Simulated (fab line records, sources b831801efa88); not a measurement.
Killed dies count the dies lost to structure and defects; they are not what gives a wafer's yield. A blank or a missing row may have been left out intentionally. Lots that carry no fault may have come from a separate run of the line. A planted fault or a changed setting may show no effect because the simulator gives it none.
Which tool was responsible?	flow gf180mcu	Sampling: 12 lots, 36 wafers, 2 of 602 route steps

== WHAT EACH GAUGE READ, for each wafer ==
GF_STI_THK_MEAS_02. Usual: STI_OXIDATION_THK typically reads 10.09 nm, with standard deviation 0.19.
lot	measured	on	STI_OXIDATION_THK (nm)	flag
L213	day 1 21:31	film metro-02	9.67 9.95 9.83	
L214	day 2 02:31	film metro-03	10.05 10.03 10.06	
L216	day 2 13:34	film metro-04	10.14 10.17 10.09	
L218	day 2 23:47	film metro-02	10.22 10.21 10.30	
L220	day 3 08:31	film metro-04	10.19 9.95 10.30	
L221	day 3 13:55	film metro-02	10.02 9.89 9.84	
L228	day 5 00:31	film metro-03	10.03 9.98 10.10	
L230	day 5 10:31	film metro-04	10.27 10.12 10.15	
L231	day 5 16:58	film metro-03	10.22 10.24 10.30	
L232	day 5 21:56	film metro-02	10.24 10.37 10.37	
L233	day 6 01:32	film metro-02	10.20 10.44 10.25	
L234	day 6 06:31	film metro-03	9.87 9.86 9.76	

GF_STI_CD_MEAS_12: the cd target is 220 nm. Usual: cd nm reads 220.0 nm (standard deviation 1.4).
lot	measured	on	cd nm (nm)	flag
L213	day 2 11:14	cd sem-02	220.3 220.4 219.1	
L214	day 2 16:34	cd sem-02	221.0 221.1 219.4	
L216	day 3 04:28	cd sem-02	218.9 218.8 218.4	
L218	day 3 14:34	cd sem-02	217.9 217.4 218.3	
L220	day 3 23:53	cd sem-01	222.4 220.6 222.3	
L221	day 4 05:07	cd sem-02	218.6 219.5 218.9	
L228	day 5 16:47	cd sem-01	219.1 219.4 219.9	
L230	day 6 03:55	cd sem-01	218.7 219.1 218.8	
L231	day 6 09:33	cd sem-01	222.1 221.5 221.7	
L232	day 6 15:32	cd sem-01	222.5 220.2 221.8	
L233	day 6 18:44	cd sem-01	219.5 218.8 219.0	
L234	day 7 00:35	cd sem-01	220.0 221.6 220.1	

== TOOL THAT RAN EACH LOT (tool first, then ch and the chambers of the sampled wafers, then the start) ==
Record: no process step prior to these readings.

== AS READ BY THE TOOLS THEMSELVES (means over the sampled wafers that have a number; for cases with no such wafer, the mark the record gives instead) ==
The record holds no such reading with a usual standard deviation.

== THE ANSWER, worked out from the rows above alone ==
Rule: take the mean of a lot's wafers that have a number; if it is more than 3 standard deviations from the usual mean, the lot is off. A lot without any number at a reading at which 4 lots or more have one is off too. All remaining lots with rows at the step are treated as sound. Order of review: gauges by route order, followed by the tools' own readings, for which a lot's mean as printed above is used. The first step at which some lot is off is used, and at that step the reading that is off furthest; a lot without a number counts as furthest.
None of the lots is off at any reading shown; this tells nothing.

== WHAT WAS PUT IN BY THE SIMULATOR ==
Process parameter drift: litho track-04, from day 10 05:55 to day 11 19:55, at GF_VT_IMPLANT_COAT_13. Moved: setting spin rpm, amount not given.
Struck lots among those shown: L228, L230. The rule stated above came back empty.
